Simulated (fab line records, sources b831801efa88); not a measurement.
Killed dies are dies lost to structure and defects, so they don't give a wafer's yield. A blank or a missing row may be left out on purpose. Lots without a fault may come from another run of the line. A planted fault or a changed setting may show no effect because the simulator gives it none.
Which tool did it? | flow sky130 | 6 lots, 18 wafers sampled, at 2 steps of a route of 708

WHAT THE GAUGES READ, wafer by wafer
SKY_LDD_HVN_OVL_MEAS_07.
lot  | measured     | on         | LDD_HVN_OVL (nm)
L889 | day 20 13:00 | overlay-02 | 0.0 -0.8 -0.7
L891 | day 21 07:38 | overlay-02 | -1.6 -1.9 0.1
L893 | day 22 07:26 | overlay-01 | -0.5 -0.8 -1.2
L896 | day 23 09:14 | overlay-02 | 0.1 2.1 3.0
L898 | day 23 23:02 | overlay-02 | 1.3 1.4 1.7
L901 | day 25 07:05 | overlay-01 | 1.9 1.1 1.1

WHICH TOOL RAN EACH LOT (tool, then ch and the chambers of the sampled wafers, then the start)
lot  | SKY_POLY_GATE_ETCH_16
L889 | rie_diel-04 ch 0,2,3, day 16 16:49
L891 | rie_diel-02 ch 0,1,3, day 17 07:44
L893 | rie_diel-02 ch 0,1,3, day 18 08:58
L896 | rie_diel-04 ch 0,1,2, day 19 10:35
L898 | rie_diel-02 ch 0,1, day 20 00:31
L901 | rie_diel-04 ch 0,1,2, day 21 09:34
- SKY_POLY_GATE_ETCH_16: etches Si3N4 in CH3F/O2, stops on poly-Si, time 147.5 s, target depth 75 nm.

THE ANSWER, worked out from the rows above alone
Rule: what is usual is taken from the lots themselves. Put in order of their means at a reading, lots are off if they are a third of the lots or fewer, leave a main group of 4 or more, and stand apart from it by a gap of 3 or more times the standard deviation of the main group's means; of several such gaps the widest counts. A main group whose means are all the same, to the digits that the tables above print for the reading, isn't used. A lot without any number at a reading at which 4 lots or more have one is off too. The other lots that the step has rows for count as sound.
No lot is off at any reading shown: from this, nothing can be told.

WHAT THE SIMULATOR HAD PUT IN
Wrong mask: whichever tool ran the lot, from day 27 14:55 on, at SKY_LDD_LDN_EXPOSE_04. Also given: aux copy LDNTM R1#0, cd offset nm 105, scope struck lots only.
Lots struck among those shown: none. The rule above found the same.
